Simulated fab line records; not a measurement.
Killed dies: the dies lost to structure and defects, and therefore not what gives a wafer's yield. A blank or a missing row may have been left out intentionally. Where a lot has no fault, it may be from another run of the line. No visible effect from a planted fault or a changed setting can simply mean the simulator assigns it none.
Which of the tools did it? -- flow gf180mcu -- 33 wafers from 11 lots sampled at 5 of the route's 602 steps

WHAT EACH GAUGE READ, for each wafer
GF_CONTACT_RS_MEAS_25: measurement is done with a four-point probe. Usual: CONTACT_W_RS 0.385 ohm/sq, standard deviation 0.004.
lot,measured,on,CONTACT_W_RS (ohm/sq),flag
L196,day 16 02:41,filmMetro-03,0.382 0.379 0.383,
L199,day 16 23:41,filmMetro-03,0.382 0.383 0.381,
L202,day 18 08:15,filmMetro-03,0.389 0.382 0.386,
L207,day 20 08:43,filmMetro-03,0.383 0.380 0.383,
L209,day 21 02:34,filmMetro-03,0.378 0.213 0.373,OFF
L210,day 21 09:59,filmMetro-04,0.382 0.377 0.387,
L211,day 21 16:43,filmMetro-01,0.213 0.215 0.383,OFF
L212,day 21 23:20,filmMetro-04,0.389 0.385 0.385,
L214,day 22 20:15,filmMetro-04,0.392 0.396 0.396,
L215,day 23 01:37,filmMetro-04,0.387 0.386 0.389,
L217,day 23 12:38,filmMetro-04,0.387 0.388 0.390,

GF_CONTACT_THK_MEAS_26: measures by xrf. Usual: CONTACT_W_THK 294 nm, standard deviation 5.6.
lot,measured,on,CONTACT_W_THK (nm),flag
L196,day 16 02:49,filmMetro-03,297 301 297,
L199,day 16 23:48,filmMetro-03,299 296 298,
L202,day 18 08:22,filmMetro-03,297 300 297,
L207,day 20 08:50,filmMetro-03,296 300 297,
L209,day 21 02:41,filmMetro-03,305 538 309,OFF
L210,day 21 10:05,filmMetro-04,293 297 288,
L211,day 21 16:50,filmMetro-01,522 521 296,OFF
L212,day 21 23:28,filmMetro-04,288 292 290,
L214,day 22 20:22,filmMetro-04,280 278 278,
L215,day 23 01:43,filmMetro-04,287 288 285,
L217,day 23 12:45,filmMetro-04,286 289 286,

WHICH TOOL RAN EACH LOT (tool, then ch and the chambers of the sampled wafers, then the start)
lot,GF_SALICIDE_RTA_08,GF_CONTACT_ETCH_16,GF_CONTACT_CVD_24
L196,"rtpAnneal-02 ch 0, day 15 03:25","rieDiel-01 ch 1,2,3, day 16 02:01","cvdW-02 ch 0,1, day 16 02:35"
L199,"rtpAnneal-02 ch 0, day 15 23:34","rieDiel-01 ch 1,2,3, day 16 23:01","cvdW-01 ch 1, day 16 23:35"
L202,"rtpAnneal-01 ch 0, day 17 07:33","rieDiel-04 ch 0,2,3, day 18 07:34","cvdW-01 ch 0,1, day 18 08:08"
L207,"rtpAnneal-01 ch 0, day 19 06:06","rieDiel-02 ch 1,2,3, day 20 07:58","cvdW-02 ch 0, day 20 08:31"
L209,"rtpAnneal-02 ch 0, day 20 00:50","rieDiel-04 ch 0,1,3, day 21 01:55","cvdW-02 ch 0,1, day 21 02:28"
L210,"rtpAnneal-01 ch 0, day 20 07:50","rieDiel-04 ch 0,2,3, day 21 09:16","cvdW-01 ch 0,1, day 21 09:52"
L211,"rtpAnneal-01 ch 0, day 20 15:03","rieDiel-01 ch 1,2,3, day 21 16:01","cvdW-02 ch 0,1, day 21 16:35"
L212,"rtpAnneal-01 ch 0, day 20 22:15","rieDiel-02 ch 0,2,3, day 21 22:40","cvdW-01 ch 0,1, day 21 23:14"
L214,"rtpAnneal-02 ch 0, day 21 15:51","rieDiel-02 ch 1,2,3, day 22 19:28","cvdW-01 ch 0,1, day 22 20:08"
L215,"rtpAnneal-02 ch 0, day 22 00:43","rieDiel-02 ch 2,3, day 23 00:49","cvdW-01 ch 0,1, day 23 01:30"
L217,"rtpAnneal-02 ch 0, day 22 11:53","rieDiel-01 ch 1,2,3, day 23 11:58","cvdW-01 ch 0,1, day 23 12:32"
- GF_SALICIDE_RTA_08: time 30 s.
- GF_CONTACT_ETCH_16: etches BARC in N2/H2.
- GF_CONTACT_CVD_24: deposits W, target thk 300 nm, time 90.339 s.

AS READ BY THE TOOLS THEMSELVES (means over the sampled wafers that have a number; for cases with no such wafer, the mark the record gives instead)
GF_SALICIDE_RTA_08. Usual: lampPowerPct 17.5 %, standard deviation 1.1; wafer_temp_C_max 802.8, standard deviation 0.86.
lot,tool,lampPowerPct (%),wafer_temp_C_max,flag
L196,rtpAnneal-02,18.6,801.9,
L199,rtpAnneal-02,18.6,802.3,
L202,rtpAnneal-01,16.3,804.2,
L207,rtpAnneal-01,16.3,803.1,
L209,rtpAnneal-02,18.6,801.9,
L210,rtpAnneal-01,16.3,803.5,
L211,rtpAnneal-01,16.3,804.4,
L212,rtpAnneal-01,16.3,803.3,
L214,rtpAnneal-02,18.6,802.3,
L215,rtpAnneal-02,18.6,802.2,
L217,rtpAnneal-02,18.6,802.4,

GF_CONTACT_ETCH_16. Usual: biasW 100.0 W, standard deviation 0.31; drypumpMotorCurrentA 5.7 A, standard deviation 0.39; oesProductAu 0.855 a.u., standard deviation 0.0051; throttleValvePct 13.225 %, standard deviation 0.01.
lot,tool,biasW (W),drypumpMotorCurrentA (A),oesProductAu (a.u.),throttleValvePct (%),flag
L196,rieDiel-01,100.0,5.6,0.859,13.227,
L199,rieDiel-01,100.2,5.6,0.858,13.220,
L202,rieDiel-04,99.9,5.9,0.857,13.228,
L207,rieDiel-02,100.2,5.8,0.854,13.221,
L209,rieDiel-04,100.1,5.5,0.857,13.234,
L210,rieDiel-04,99.9,5.9,0.855,13.234,
L211,rieDiel-01,100.0,5.6,0.856,13.228,
L212,rieDiel-02,99.8,5.7,0.857,13.218,
L214,rieDiel-02,100.0,5.8,0.858,13.229,
L215,rieDiel-02,99.9,5.6,0.857,13.218,
L217,rieDiel-01,100.1,5.6,0.852,13.226,

GF_CONTACT_CVD_24. Usual: chamberPressureTorr 39.99 Torr, standard deviation 0.084; heaterPowerW 834 W, standard deviation 63.
lot,tool,chamberPressureTorr (Torr),heaterPowerW (W),flag
L196,cvdW-02,39.99,933,
L199,cvdW-01,39.95,851,
L202,cvdW-01,39.94,826,
L207,cvdW-02,40.02,788,
L209,cvdW-02,40.08,904,
L210,cvdW-01,40.07,799,
L211,cvdW-02,40.03,846,
L212,cvdW-01,40.03,834,
L214,cvdW-01,39.99,837,
L215,cvdW-01,39.99,834,
L217,cvdW-01,39.96,836,

THE ANSWER, worked out from the rows above alone
Rule: take the mean of a lot's wafers that have a number; if it is more than 3 standard deviations from the usual mean, the lot is off. Also off: a lot with no number at a reading for which 4 or more lots have one. Where the step has rows for the other lots, those lots are counted as sound. After the gauges, taken in route order, come the tools' own readings; for these a lot's mean is taken, as printed above. At the first step where some lot is off, the reading lying furthest off is the one used; lots without a number count as furthest.
Off: at GF_CONTACT_RS_MEAS_25 (CONTACT_W_RS), L209, L211.
If a tool, at a process step before that reading, ran all the lots that are off and no sound lot after the first of them, it fits. Gauges at GF_CONTACT_RS_MEAS_25: tried the same way as those tools. One fits: GF_CONTACT_CVD_24 on cvdW-02. A fault onset in the window from L207 (day 20 08:31, its last sound lot) to L209 (day 21 02:28, its first lot off) fits.

WHAT HAD BEEN PUT IN BY THE SIMULATOR
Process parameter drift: cvdW-02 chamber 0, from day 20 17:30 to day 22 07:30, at GF_CONTACT_CVD_24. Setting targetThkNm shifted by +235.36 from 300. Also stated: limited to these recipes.
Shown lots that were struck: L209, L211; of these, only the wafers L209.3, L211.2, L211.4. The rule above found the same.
